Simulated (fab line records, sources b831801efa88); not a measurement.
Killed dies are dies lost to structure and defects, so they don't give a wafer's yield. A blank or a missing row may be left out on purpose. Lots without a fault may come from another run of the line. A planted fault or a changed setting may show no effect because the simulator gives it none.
Chamber matching | flow gf180mcu | GF_V4_CMP_04 on cmp-02: 4 sister chambers
The step polishes SiO2. 8 wafers are shown with their chamber, then 7 later ones without.

WAFERS WITH THEIR CHAMBER
wafer  | chamber | motor_current_A (A) | time_to_endpoint_s (s)
L654.4 | 2       | 12.0                | 84
L656.3 | 1       | 12.3                | 83
L656.6 | 3       | 14.0                | 86
L657.1 | 1       | 12.3                | 79
L657.4 | 0       | 12.2                | 85
L657.6 | 3       | 13.6                | 91
L660.2 | 0       | 13.3                | 86
L660.4 | 2       | 12.0                | 88

WAFERS WITHOUT THEIR CHAMBER
wafer  | motor_current_A (A) | time_to_endpoint_s (s)
L660.6 | 11.6                | 87
L668.1 | 12.0                | 83
L668.2 | 13.3                | 81
L668.3 | 11.9                | 79
L671.1 | 13.2                | 77
L671.3 | 12.2                | 78
L671.4 | 13.2                | 80

WHICH CHAMBER EACH WENT THROUGH
wafer  | from the rows above               | in truth
L660.6 | can't be placed: 2 or 1 or 0      | 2
L668.1 | can't be placed: 1 or 2 or 0      | 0
L668.2 | can't be placed: 0 or 1 or 3 or 2 | 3
L668.3 | can't be placed: 1 or 2 or 0      | 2
L671.1 | can't be placed: 1 or 0 or 2 or 3 | 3
L671.3 | can't be placed: 1 or 2 or 0      | 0
L671.4 | can't be placed: 1 or 0 or 3 or 2 | 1
Placed correctly: 0 of 7. Can't be placed from these rows: 7 (the true chamber is among the candidates in 7). Placed wrongly: 0.
How it was worked out, from the rows above alone: a wafer's distance from a chamber is the root of the sum, over the readings, of the square of ((its reading less the chamber's mean) divided by the reading's scatter). The wafer belongs to the nearest chamber; if the next one is less than 2 further off, it can't be placed. A chamber's mean is the mean of its shown wafers. The scatter: the root of (the sum of the squares of (reading less its chamber's mean) over the shown wafers, divided by (wafers less chambers)).
